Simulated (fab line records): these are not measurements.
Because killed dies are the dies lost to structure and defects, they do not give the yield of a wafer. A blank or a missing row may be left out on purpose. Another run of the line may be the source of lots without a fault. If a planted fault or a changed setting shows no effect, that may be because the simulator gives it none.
The tool behind it: which one? ; flow sky130 ; 7 lots with 21 wafers sampled at 3 steps, on a route of 708 steps

WHAT THE GAUGES SHOWED, per wafer
SKY_VIA4_RS_MEAS_19: measures by four-point-probe.
lot;measured;on;VIA4_W_RS (ohm/sq)
L563;day 43 08:50;film_metro-04;0.227 0.227 0.229
L566;day 44 14:04;film_metro-02;0.220 0.222 0.220
L574;day 46 09:52;film_metro-02;0.228 0.230 0.228
L575;day 46 16:05;film_metro-04;0.228 0.225 0.223
L579;day 47 12:14;film_metro-03;0.226 0.229 0.221
L582;day 48 07:16;film_metro-03;0.225 0.228 0.226
L584;day 48 16:43;film_metro-02;0.226 0.226 0.227

WHICH TOOL RAN EACH LOT (tool, then ch and the chambers of the sampled wafers, then the start)
lot;SKY_VIA4_STRIP_13;SKY_VIA4_CVD_18
L563;plasma_asher-04 ch 0,1, day 43 08:01;cvd_w-01 ch 0, day 43 08:40
L566;plasma_asher-03 ch 0,1, day 44 13:07;cvd_w-02 ch 1, day 44 13:46
L574;plasma_asher-03 ch 0,1, day 46 08:53;cvd_w-01 ch 0, day 46 09:37
L575;plasma_asher-03 ch 0,1, day 46 15:17;cvd_w-02 ch 0,1, day 46 15:56
L579;plasma_asher-04 ch 0,1, day 47 11:26;cvd_w-02 ch 0,1, day 47 12:05
L582;plasma_asher-03 ch 0,1, day 48 06:28;cvd_w-01 ch 0,1, day 48 07:07
L584;plasma_asher-03 ch 0,1, day 48 15:49;cvd_w-02 ch 0, day 48 16:33
- SKY_VIA4_STRIP_13: strips in O2/N2.
- SKY_VIA4_CVD_18: deposits W, target thk 505 nm, time 152.14 s.

THE ANSWER, worked out from the rows above alone
Rule: the lots themselves supply what counts as usual. The widest of any qualifying gaps counts: lots, ordered by their means at a reading, are off when they make up no more than a third of the lots, leave a main group of 4 or more, and stand apart from it by 3 or more times the standard deviation of that group's means. A main group is skipped when, at the precision printed for the reading in the tables above, its means are all equal. Also off: a lot with no number at a reading for which 4 or more lots have one. Any other lot the step has rows for is counted as sound.
Off: at SKY_VIA4_RS_MEAS_19 (VIA4_W_RS), L566. For the main group the mean is 0.227 ohm/sq and the standard deviation 0.0012.
A tool fits if, at a process step before that reading, it ran every lot that is off, and no sound lot after the first of them. Those tools and the gauges at SKY_VIA4_RS_MEAS_19 are tried in the same way. No candidate that was tried fits.

WHAT THE SIMULATOR PUT IN
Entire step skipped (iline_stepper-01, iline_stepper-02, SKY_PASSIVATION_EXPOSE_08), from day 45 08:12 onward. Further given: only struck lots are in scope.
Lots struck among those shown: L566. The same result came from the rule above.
